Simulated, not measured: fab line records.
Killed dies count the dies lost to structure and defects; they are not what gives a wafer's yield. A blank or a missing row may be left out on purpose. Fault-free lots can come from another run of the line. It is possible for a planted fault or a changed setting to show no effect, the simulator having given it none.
Which tool was responsible? :: flow gf180mcu :: 14 lots, 42 wafers sampled, at 4 steps of a route of 602

== WHAT THE GAUGES SHOWED, per wafer ==
GF_V2_OVL_MEAS_15. Usual: V2_OVL typically reads 2 nm, with standard deviation 5.2.
lot: L344
measured: day 20 23:37
on: overlay-01
V2_OVL (nm): -4 -7 -3
flag: 

lot: L345
measured: day 21 13:38
on: overlay-01
V2_OVL (nm): 4 8 6
flag: 

lot: L346
measured: day 22 04:20
on: overlay-02
V2_OVL (nm): 0 -1 0
flag: 

lot: L348
measured: day 22 11:15
on: overlay-02
V2_OVL (nm): 6 1 10
flag: 

lot: L350
measured: day 23 10:46
on: overlay-01
V2_OVL (nm): 7 -3 -1
flag: 

lot: L351
measured: day 23 13:56
on: overlay-02
V2_OVL (nm): 4 -2 4
flag: 

lot: L353
measured: day 24 09:51
on: overlay-01
V2_OVL (nm): 3 2 -1
flag: 

lot: L354
measured: day 24 15:28
on: overlay-01
V2_OVL (nm): 2 11 6
flag: 

lot: L355
measured: day 25 00:53
on: overlay-02
V2_OVL (nm): 3 3 -3
flag: 

lot: L356
measured: day 25 12:43
on: overlay-02
V2_OVL (nm): 4 5 8
flag: 

lot: L357
measured: day 25 21:14
on: overlay-02
V2_OVL (nm): -4 10 13
flag: 

lot: L358
measured: day 26 02:16
on: overlay-01
V2_OVL (nm): -3 -3 -4
flag: 

lot: L359
measured: day 26 19:32
on: overlay-02
V2_OVL (nm): 1 -1 -2
flag: 

lot: L366
measured: day 28 16:24
on: overlay-02
V2_OVL (nm): -2 3 -3
flag: 

GF_M3_CD_MEAS_14: target cd 280 nm. Usual: cdNm at 280.1 nm, with a standard deviation of 1.4.
lot: L344
measured: day 22 01:31
on: cdSem-01
cdNm (nm): 277.9 278.4 278.2
flag: 

lot: L345
measured: day 22 15:01
on: cdSem-01
cdNm (nm): 280.2 280.3 279.0
flag: 

lot: L346
measured: day 23 05:41
on: cdSem-01
cdNm (nm): 278.1 277.7 276.9
flag: 

lot: L348
measured: day 23 12:11
on: cdSem-02
cdNm (nm): 279.4 278.5 279.9
flag: 

lot: L350
measured: day 24 11:46
on: cdSem-02
cdNm (nm): 280.2 281.1 280.4
flag: 

lot: L351
measured: day 24 14:31
on: cdSem-01
cdNm (nm): 279.3 278.7 278.0
flag: 

lot: L353
measured: day 25 07:59
on: cdSem-01
cdNm (nm): 278.7 279.4 278.5
flag: 

lot: L354
measured: day 25 14:51
on: cdSem-01
cdNm (nm): 280.3 279.9 280.3
flag: 

lot: L355
measured: day 26 00:29
on: cdSem-02
cdNm (nm): 278.3 277.3 278.6
flag: 

lot: L356
measured: day 26 11:43
on: cdSem-01
cdNm (nm): 279.3 280.8 281.7
flag: 

lot: L357
measured: day 26 19:51
on: cdSem-01
cdNm (nm): 277.8 279.7 279.4
flag: 

lot: L358
measured: day 27 01:10
on: cdSem-01
cdNm (nm): 281.4 279.0 280.3
flag: 

lot: L359
measured: day 27 18:22
on: cdSem-01
cdNm (nm): 278.0 277.8 278.2
flag: 

lot: L366
measured: day 29 13:26
on: cdSem-02
cdNm (nm): 280.8 281.2 279.9
flag: 

== WHICH TOOL RAN EACH LOT (tool, then ch and the chambers of the sampled wafers, then the start) ==
lot: L344
GF_M3_SPUTTER_00: pvdSputter-01, day 21 01:00
GF_M3_SPUTTER_01: pvdSputter-01, day 21 01:06

lot: L345
GF_M3_SPUTTER_00: pvdSputter-03, day 21 15:01
GF_M3_SPUTTER_01: pvdSputter-03, day 21 15:07

lot: L346
GF_M3_SPUTTER_00: pvdSputter-01, day 22 05:43
GF_M3_SPUTTER_01: pvdSputter-01, day 22 05:49

lot: L348
GF_M3_SPUTTER_00: pvdSputter-01, day 22 12:47
GF_M3_SPUTTER_01: pvdSputter-01, day 22 12:53

lot: L350
GF_M3_SPUTTER_00: pvdSputter-03, day 23 12:09
GF_M3_SPUTTER_01: pvdSputter-03, day 23 12:15

lot: L351
GF_M3_SPUTTER_00: pvdSputter-01, day 23 15:20
GF_M3_SPUTTER_01: pvdSputter-01, day 23 15:26

lot: L353
GF_M3_SPUTTER_00: pvdSputter-03, day 24 11:17
GF_M3_SPUTTER_01: pvdSputter-03, day 24 11:23

lot: L354
GF_M3_SPUTTER_00: pvdSputter-03, day 24 16:53
GF_M3_SPUTTER_01: pvdSputter-03, day 24 16:59

lot: L355
GF_M3_SPUTTER_00: pvdSputter-04, day 25 02:19
GF_M3_SPUTTER_01: pvdSputter-04, day 25 02:25

lot: L356
GF_M3_SPUTTER_00: pvdSputter-03, day 25 14:26
GF_M3_SPUTTER_01: pvdSputter-03, day 25 14:32

lot: L357
GF_M3_SPUTTER_00: pvdSputter-03, day 25 22:39
GF_M3_SPUTTER_01: pvdSputter-03, day 25 22:45

lot: L358
GF_M3_SPUTTER_00: pvdSputter-03, day 26 04:01
GF_M3_SPUTTER_01: pvdSputter-03, day 26 04:07

lot: L359
GF_M3_SPUTTER_00: pvdSputter-03, day 26 20:56
GF_M3_SPUTTER_01: pvdSputter-03, day 26 21:02

lot: L366
GF_M3_SPUTTER_00: pvdSputter-04, day 28 17:56
GF_M3_SPUTTER_01: pvdSputter-04, day 28 18:02
- GF_M3_SPUTTER_00: material Ti, target thk 37.5 nm, time 150 s.
- GF_M3_SPUTTER_01: material TiN, target thk 30 nm, time 25 s.

== WHAT THE TOOLS THEMSELVES READ (means of the sampled wafers that have a number; where no wafer has one, the mark that the record gives instead) ==
GF_M3_SPUTTER_00. Usual: cathodeDcPowerW 4000.1 W, standard deviation 0.7; throttleValvePct 30.3 %, standard deviation 0.8.
lot: L344
tool: pvdSputter-01
cathodeDcPowerW (W): 4000.2
throttleValvePct (%): 29.9
flag: 

lot: L345
tool: pvdSputter-03
cathodeDcPowerW (W): 4000.4
throttleValvePct (%): 30.6
flag: 

lot: L346
tool: pvdSputter-01
cathodeDcPowerW (W): 3999.7
throttleValvePct (%): 29.9
flag: 

lot: L348
tool: pvdSputter-01
cathodeDcPowerW (W): 4000.3
throttleValvePct (%): 29.9
flag: 

lot: L350
tool: pvdSputter-03
cathodeDcPowerW (W): 4001.1
throttleValvePct (%): 30.6
flag: 

lot: L351
tool: pvdSputter-01
cathodeDcPowerW (W): 3999.4
throttleValvePct (%): 30.5
flag: 

lot: L353
tool: pvdSputter-03
cathodeDcPowerW (W): 3999.8
throttleValvePct (%): 30.7
flag: 

lot: L354
tool: pvdSputter-03
cathodeDcPowerW (W): 4000.8
throttleValvePct (%): 30.7
flag: 

lot: L355
tool: pvdSputter-04
cathodeDcPowerW (W): 4000.5
throttleValvePct (%): 30.8
flag: 

lot: L356
tool: pvdSputter-03
cathodeDcPowerW (W): 4000.0
throttleValvePct (%): 30.8
flag: 

lot: L357
tool: pvdSputter-03
cathodeDcPowerW (W): 4000.1
throttleValvePct (%): 30.8
flag: 

lot: L358
tool: pvdSputter-03
cathodeDcPowerW (W): 3999.9
throttleValvePct (%): 31.5
flag: 

lot: L359
tool: pvdSputter-03
cathodeDcPowerW (W): 3999.1
throttleValvePct (%): 30.4
flag: 

lot: L366
tool: pvdSputter-04
cathodeDcPowerW (W): 4000.2
throttleValvePct (%): 30.2
flag: 

GF_M3_SPUTTER_01. Usual: cathodeDcPowerW 6499.9 W, standard deviation 1.1; throttleValvePct 30.3 %, standard deviation 0.77.
lot: L344
tool: pvdSputter-01
cathodeDcPowerW (W): 6499.8
throttleValvePct (%): 29.9
flag: 

lot: L345
tool: pvdSputter-03
cathodeDcPowerW (W): 6500.9
throttleValvePct (%): 30.7
flag: 

lot: L346
tool: pvdSputter-01
cathodeDcPowerW (W): 6500.2
throttleValvePct (%): 29.9
flag: 

lot: L348
tool: pvdSputter-01
cathodeDcPowerW (W): 6499.8
throttleValvePct (%): 29.9
flag: 

lot: L350
tool: pvdSputter-03
cathodeDcPowerW (W): 6500.7
throttleValvePct (%): 30.7
flag: 

lot: L351
tool: pvdSputter-01
cathodeDcPowerW (W): 6500.8
throttleValvePct (%): 30.4
flag: 

lot: L353
tool: pvdSputter-03
cathodeDcPowerW (W): 6499.4
throttleValvePct (%): 30.8
flag: 

lot: L354
tool: pvdSputter-03
cathodeDcPowerW (W): 6500.9
throttleValvePct (%): 30.8
flag: 

lot: L355
tool: pvdSputter-04
cathodeDcPowerW (W): 6499.9
throttleValvePct (%): 30.7
flag: 

lot: L356
tool: pvdSputter-03
cathodeDcPowerW (W): 6498.9
throttleValvePct (%): 30.6
flag: 

lot: L357
tool: pvdSputter-03
cathodeDcPowerW (W): 9023.8
throttleValvePct (%): 30.8
flag: OFF

lot: L358
tool: pvdSputter-03
cathodeDcPowerW (W): 9026.0
throttleValvePct (%): 31.4
flag: OFF

lot: L359
tool: pvdSputter-03
cathodeDcPowerW (W): 9024.0
throttleValvePct (%): 30.2
flag: OFF

lot: L366
tool: pvdSputter-04
cathodeDcPowerW (W): 6499.6
throttleValvePct (%): 30.3
flag: 

== THE ANSWER, worked out from the rows above alone ==
Rule: lot off if the mean of its wafers having a number is beyond 3 standard deviations from the usual mean. A lot without any number at a reading at which 4 lots or more have one is off too. All remaining lots with rows at the step are treated as sound. The gauges are gone through in route order, then the tools' own readings, and for those a lot's mean is taken as printed above. The first step at which some lot is off is used, and at that step the reading that is off furthest; a lot without a number counts as furthest.
Off: L357, L358, L359 (GF_M3_SPUTTER_01, cathodeDcPowerW).
If a tool, at that step or one of the process steps before it, ran each lot that is off and ran no sound lot following the first of them, it fits. One fits: pvdSputter-03 at GF_M3_SPUTTER_00 and GF_M3_SPUTTER_01. At GF_M3_SPUTTER_00 its last sound lot is L356 (day 25 14:26), its first lot that is off L357 (day 25 22:39): a fault that began between those two fits.

== WHAT THE SIMULATOR HAD INSERTED ==
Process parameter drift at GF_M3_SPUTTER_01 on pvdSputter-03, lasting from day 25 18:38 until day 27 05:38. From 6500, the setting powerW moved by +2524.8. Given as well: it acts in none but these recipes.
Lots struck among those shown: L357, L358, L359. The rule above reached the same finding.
